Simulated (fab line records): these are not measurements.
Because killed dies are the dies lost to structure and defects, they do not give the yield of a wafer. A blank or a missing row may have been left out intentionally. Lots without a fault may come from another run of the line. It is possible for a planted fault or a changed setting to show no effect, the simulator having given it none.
fab line records	flow sky130
record: lots: 12	wafers: 36	lastDay: 50
route steps=708 shown FIELD_ISO@24 NWELL@63 VT_ADJUST_LVTN@106
lots that met no fault: from a run of the same line without faults
startH: hours from the record's opening day to when the first of the lot's shown wafers began	waitH: hours since the lot's step before	" repeats the value in the row above	L1.1+2: a row that stands for several wafers	- no value, or no start was given	* or withheld: withheld	< > ~ a bound
route shown NAME@n: a module of which the file shows steps, and the number in the route of the first	usual: average and standard deviation across the fault-free wafers	same: alike in all rows	chamber/n: place in a boat	sites: the reading at each site	_std_site: standard deviation across them	_edge_site: the outer-site mean with the inner-site mean subtracted	radiusMm: how far each site lies from the wafer's centre	mask NAME#n: copy n	behind: the most recent tool/chamber to have shaped the wafer	hold: reason for holding the lot/hours on hold/outcome of the hold	device: which transistor (n, p or np) failed to switch	end of line: the same wafers' tests at the end of the route	step lacking rows: just its recipe	killed: dies that structure and defects cost at the first sort, which is not the same as the wafer's yield	map: per-die view of a wafer (x killed, . not killed, _ where there is no die)
set.NAME: the setting that was run; set.NAME@STEP: the one run at that earlier step	model.NAME: the simulator's own value behind a step, which no gauge read
the route's steps for a sample of lots (tables are steps, rows are wafers)
services: the hour from which a tool's chamber was out of use, counted from the record's first day as startH (under 0 if before that day), plus the number of hours and why
== steps ==
step: SKY_FIELD_ISO_THK_MEAS_23
recipe: reads: SiO2_of_FIELD_ISO_OXIDATION_22
usual: FIELD_ISO_OXIDATION_01_THK: 10.21/0.19
lot.wafer	tool	chamber	startH	waitH	FIELD_ISO_OXIDATION_01_THK[nm]
L385.1	filmMetro-03	-	31.11	0.0	9.94
L385.2	"	-	"	"	10.06
L385.4	"	-	"	"	10.11
L386.3	filmMetro-02	-	36.67	0.0	9.87
L386.5	"	-	"	"	9.95
L386.6	"	-	"	"	9.89
L387.1	filmMetro-01	-	43.47	0.0	10.45
L387.2	"	-	"	"	10.69
L387.5	"	-	"	"	10.71
L388.2	filmMetro-03	-	46.63	0.0	10.52
L388.3	"	-	"	"	10.49
L388.6	"	-	"	"	10.52
L389.3	filmMetro-03	-	56.69	0.0	10.10
L389.5	"	-	"	"	10.32
L389.6	"	-	"	"	10.22
L395.2	filmMetro-01	-	86.57	0.0	10.13
L395.5	"	-	"	"	10.23
L395.6	"	-	"	"	10.14
L396.3	filmMetro-01	-	89.17	0.0	10.29
L396.4	"	-	"	"	10.17
L396.5	"	-	"	"	10.33
L397.2	filmMetro-01	-	95.06	0.0	9.95
L397.4	"	-	"	"	10.07
L397.6	"	-	"	"	9.84
L399.3	filmMetro-02	-	109.94	0.0	10.23
L399.5	"	-	"	"	10.18
L399.6	"	-	"	"	10.30
L400.3	filmMetro-01	-	117.01	0.0	10.16
L400.5	"	-	"	"	10.20
L400.6	"	-	"	"	10.12
L403.1	filmMetro-01	-	129.37	0.0	10.26
L403.3	"	-	"	"	10.23
L403.5	"	-	"	"	10.20
L406.2	filmMetro-03	-	149.88	0.0	10.03
L406.3	"	-	"	"	10.26
L406.5	"	-	"	"	10.12
step: SKY_NWELL_OVL_MEAS_10
usual: NWELL_00_OVL: 0.4/1.1
lot.wafer	tool	chamber	startH	waitH	NWELL_00_OVL[nm]
L385.1	overlay-01	-	86.64	-	-1.3
L385.2	"	-	"	"	1.3
L385.4	"	-	"	"	-1.0
L386.3	overlay-02	-	91.24	-	3.6
L386.5	"	-	"	"	3.4
L386.6	"	-	"	"	2.8
L387.1	overlay-01	-	98.04	-	0.4
L387.2	"	-	"	"	1.3
L387.5	"	-	"	"	-0.7
L388.2	overlay-02	-	100.34	-	-0.6
L388.3	"	-	"	"	1.7
L388.6	"	-	"	"	0.8
L389.3	overlay-02	-	115.30	-	1.4
L389.5	"	-	"	"	0.0
L389.6	"	-	"	"	0.1
L396.3	overlay-01	-	150.49	-	0.4
L396.4	"	-	"	"	1.3
L396.5	"	-	"	"	2.1
L395.2	overlay-01	-	151.64	-	-0.5
L395.5	"	-	"	"	1.0
L395.6	"	-	"	"	0.8
L397.2	overlay-02	-	163.30	-	1.5
L397.4	"	-	"	"	1.2
L397.6	"	-	"	"	1.2
L399.3	overlay-02	-	187.00	-	0.7
L399.5	"	-	"	"	-0.3
L399.6	"	-	"	"	1.4
L400.3	overlay-02	-	190.55	-	-1.0
L400.5	"	-	"	"	-0.6
L400.6	"	-	"	"	-0.1
L403.1	overlay-01	-	195.73	-	0.4
L403.3	"	-	"	"	-0.3
L403.5	"	-	"	"	0.2
L406.2	overlay-01	-	220.10	-	1.5
L406.3	"	-	"	"	-0.3
L406.5	"	-	"	"	0.2
step: SKY_NWELL_IMPLANT_24
recipe: species: B	energyKev: 140	doseCm2: 9.2e+12	tiltDeg: withheld
usual: doseIonsCm2: 9.198e+12/1.1e+10	faradayCurrentUA: 51.8/1.1
lot.wafer	tool	chamber	startH	waitH	doseIonsCm2	faradayCurrentUA
L385.1	implanter-01	0	103.71	0.0	9.212e+12	51.1
L385.2	"	0	"	"	9.21e+12	52.1
L385.4	"	0	"	"	9.204e+12	52.0
L386.3	implanter-03	0	109.11	0.1	9.199e+12	51.2
L386.5	"	0	"	"	9.194e+12	51.1
L386.6	"	0	"	"	9.194e+12	52.3
L387.1	implanter-01	0	115.27	0.0	9.191e+12	51.3
L387.2	"	0	"	"	9.195e+12	50.8
L387.5	"	0	"	"	9.196e+12	54.3
L388.2	implanter-03	0	118.40	0.0	9.195e+12	51.1
L388.3	"	0	"	"	9.2e+12	52.2
L388.6	"	0	"	"	9.194e+12	51.1
L388.2	implanter-03	0	118.72	0.3	9.208e+12	53.0
L388.3	"	0	"	"	9.18e+12	52.6
L388.6	"	0	"	"	9.181e+12	52.8
L389.3	implanter-03	0	133.06	0.1	9.212e+12	51.7
L389.5	"	0	"	"	9.183e+12	51.6
L389.6	"	0	"	"	9.214e+12	50.1
L389.3	implanter-03	0	133.44	0.4	9.212e+12	49.8
L389.5	"	0	"	"	9.193e+12	53.7
L389.6	"	0	"	"	9.201e+12	53.3
L396.3	implanter-04	0	170.42	0.1	9.203e+12	52.2
L396.4	"	0	"	"	9.196e+12	51.7
L396.5	"	0	"	"	9.199e+12	52.9
L396.3	implanter-04	0	170.73	0.3	9.213e+12	51.2
L396.4	"	0	"	"	9.197e+12	52.0
L396.5	"	0	"	"	9.206e+12	52.6
L395.2	implanter-01	0	171.34	0.0	9.195e+12	52.0
L395.5	"	0	"	"	9.196e+12	50.8
L395.6	"	0	"	"	9.2e+12	52.4
L397.2	implanter-01	0	184.14	0.0	9.212e+12	49.9
L397.4	"	0	"	"	9.205e+12	51.6
L397.6	"	0	"	"	9.206e+12	52.8
L399.3	implanter-03	0	208.47	0.1	9.214e+12	53.8
L399.5	"	0	"	"	9.226e+12	54.5
L399.6	"	0	"	"	9.19e+12	50.4
L400.3	implanter-03	0	211.73	0.1	9.183e+12	51.0
L400.5	"	0	"	"	9.182e+12	52.4
L400.6	"	0	"	"	9.189e+12	51.8
L403.1	implanter-03	0	217.48	0.0	9.189e+12	51.3
L403.3	"	0	"	"	9.193e+12	52.7
L403.5	"	0	"	"	9.191e+12	53.8
L406.2	implanter-01	0	242.73	0.0	9.189e+12	51.2
L406.3	"	0	"	"	9.189e+12	50.7
L406.5	"	0	"	"	9.193e+12	53.2
step: SKY_NWELL_TW_MEAS_26
usual: NWELL_2_TW: 496/7
lot.wafer	tool	chamber	startH	waitH	NWELL_2_TW
L385.1	filmMetro-03	-	103.96	0.1	500
L385.2	"	-	"	"	501
L385.4	"	-	"	"	497
L386.3	filmMetro-03	-	109.33	0.1	503
L386.5	"	-	"	"	503
L386.6	"	-	"	"	501
L387.1	filmMetro-03	-	115.52	0.1	502
L387.2	"	-	"	"	503
L387.5	"	-	"	"	501
L388.2	filmMetro-04	-	119.12	0.1	607
L388.3	"	-	"	"	609
L388.6	"	-	"	"	607
L388.2	filmMetro-04	-	119.35	0.2	609
L388.3	"	-	"	"	606
L388.6	"	-	"	"	609
L389.3	filmMetro-04	-	133.66	0.1	606
L389.5	"	-	"	"	604
L389.6	"	-	"	"	607
L389.3	filmMetro-04	-	133.88	0.2	602
L389.5	"	-	"	"	602
L389.6	"	-	"	"	606
L396.3	filmMetro-04	-	170.97	0.1	603
L396.4	"	-	"	"	604
L396.5	"	-	"	"	605
L396.3	filmMetro-04	-	171.24	0.3	605
L396.4	"	-	"	"	605
L396.5	"	-	"	"	600
L395.2	filmMetro-02	-	171.57	0.1	502
L395.5	"	-	"	"	501
L395.6	"	-	"	"	502
L397.2	filmMetro-04	-	184.37	0.1	491
L397.4	"	-	"	"	486
L397.6	"	-	"	"	486
L399.3	filmMetro-04	-	208.69	0.1	490
L399.5	"	-	"	"	493
L399.6	"	-	"	"	490
L400.3	filmMetro-02	-	211.95	0.1	502
L400.5	"	-	"	"	504
L400.6	"	-	"	"	504
L403.1	filmMetro-02	-	217.73	0.1	499
L403.3	"	-	"	"	499
L403.5	"	-	"	"	502
L406.2	filmMetro-02	-	242.97	0.1	502
L406.3	"	-	"	"	500
L406.5	"	-	"	"	503
step: SKY_VT_ADJUST_LVTN_STRIP_09
recipe: chemistry: O2/N2	powerW: 1400	pressureMtorr: 1500	platenTempC: withheld	o2FlowSccm: 3000	n2FlowSccm: 300	overashFraction: 0.5
usual: drypumpMotorCurrentA: 5.8/0.37	oesProductAu: 0.722/0.0046	stripTimeToEndpointS: 36.91/0.093
lot.wafer	tool	chamber	startH	waitH	drypumpMotorCurrentA	oesProductAu	rfHoursCounterH	stripTimeToEndpointS
L385.1	plasmaAsher-01	0	139.71	0.1	5.9	0.722	34	37.03
L385.2	"	1	"	"	5.1	0.720	34	36.91
L385.4	"	1	"	"	5.1	0.714	-	36.95
L386.3	plasmaAsher-01	0	146.56	0.1	5.9	0.717	-	37.09
L386.5	"	0	"	"	5.9	0.728	-	37.01
L386.6	"	1	"	"	5.1	0.734	-	37.06
L387.1	plasmaAsher-02	1	153.16	0.1	5.9	0.720	2	37.11
L387.2	"	0	"	"	5.3	0.718	2	37.06
L387.5	"	0	"	"	5.3	0.721	-	37.09
L388.2	plasmaAsher-03	0	156.63	0.1	6.2	0.719	49	36.89
L388.3	"	1	"	"	5.7	0.717	-	36.92
L388.6	"	1	"	"	5.7	0.725	-	36.85
L389.3	plasmaAsher-01	0	172.44	0.1	5.9	0.726	-	36.86
L389.5	"	0	"	"	5.9	0.722	-	36.80
L389.6	"	1	"	"	5.1	0.722	-	36.84
L396.3	plasmaAsher-03	0	213.14	0.1	6.2	0.727	-	36.92
L396.4	"	1	"	"	5.8	0.721	-	36.97
L396.5	"	1	"	"	5.8	0.724	-	36.94
L395.2	plasmaAsher-03	1	214.46	0.1	5.7	0.718	54	36.87
L395.5	"	1	"	"	5.7	0.718	-	36.89
L395.6	"	0	"	"	6.2	0.730	-	36.90
L397.2	plasmaAsher-01	0	228.97	0.1	5.9	0.721	43	36.95
L397.4	"	1	"	"	5.1	0.724	-	36.94
L397.6	"	0	"	"	5.9	0.720	-	36.95
L399.3	plasmaAsher-03	0	254.04	0.1	6.2	0.729	-	36.89
L399.5	"	1	"	"	5.7	0.721	-	36.98
L399.6	"	0	"	"	6.2	0.722	-	36.90
L400.3	plasmaAsher-03	1	258.04	0.1	5.7	0.722	-	36.81
L400.5	"	0	"	"	6.2	0.727	-	36.88
L400.6	"	1	"	"	5.7	0.723	-	36.77
L403.1	plasmaAsher-03	1	265.02	0.1	5.7	0.722	60	36.93
L403.3	"	0	"	"	6.2	0.720	-	36.93
L403.5	"	0	"	"	6.2	0.722	-	36.91
L406.2	plasmaAsher-03	0	291.88	0.1	6.2	0.728	63	36.91
L406.3	"	1	"	"	5.7	0.723	-	36.91
L406.5	"	0	"	"	6.2	0.726	-	36.94
== services ==
tool	chamber	startH	hours	kind
implanter-01	-	87.82	3.2	repair
implanter-01	-	96.88	1.0	repair
implanter-04	-	103.76	3.0	repair
plasmaAsher-02	-	108.75	9.0	pm
plasmaAsher-02	0	108.75	9.0	ventCycle
plasmaAsher-02	1	108.75	9.0	ventCycle
plasmaAsher-02	-	117.75	14.6	pm
plasmaAsher-02	0	117.75	-	clean
plasmaAsher-02	1	117.75	-	clean
implanter-04	-	135.24	4.5	repair
plasmaAsher-02	-	166.38	0.4	repair
implanter-03	-	168.81	1.9	repair
implanter-04	-	177.36	5.6	pm
plasmaAsher-01	-	224.61	0.4	repair
implanter-03	-	230.36	0.6	repair
implanter-01	-	238.15	4.4	repair
plasmaAsher-01	-	253.28	0.7	repair
plasmaAsher-01	-	261.76	4.7	repair
implanter-04	-	265.54	3.9	repair
implanter-01	-	271.59	5.8	repair
plasmaAsher-01	-	273.06	1.7	repair
== key ==
firstSign: step: SKY_NWELL_IMPLANT_24	reading: visit	direction: added
effect: step: SKY_NWELL_TW_MEAS_26	reading: visit	direction: added
effect: step: SKY_NWELL_TW_MEAS_26	reading: NWELL_2_TW	direction: up	sigmas: 16	usual: 496	struck: 606
metAt SKY_NWELL_IMPLANT_24
struckLots L388,L389,L396
testerLeftOut L388,L389,L396
notActingAt SKY_FIELD_ISO_THK_MEAS_23,SKY_NWELL_OVL_MEAS_10,SKY_VT_ADJUST_LVTN_STRIP_09
fault: kind: repeatedStepWhole	tool: implanter-01,implanter-03,implanter-04	chamber: -	onsetH: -	steps: SKY_NWELL_IMPLANT_24	times: 1	scope: struckLotsOnly
testerLeftOut: of these lots the tester's yield and bins aren't shown, on N5 and GAA mostly nor the transistor test; their killed dies are dies lost to structure and defects alone, not to doping, threshold or leakage, so they don't give the yield
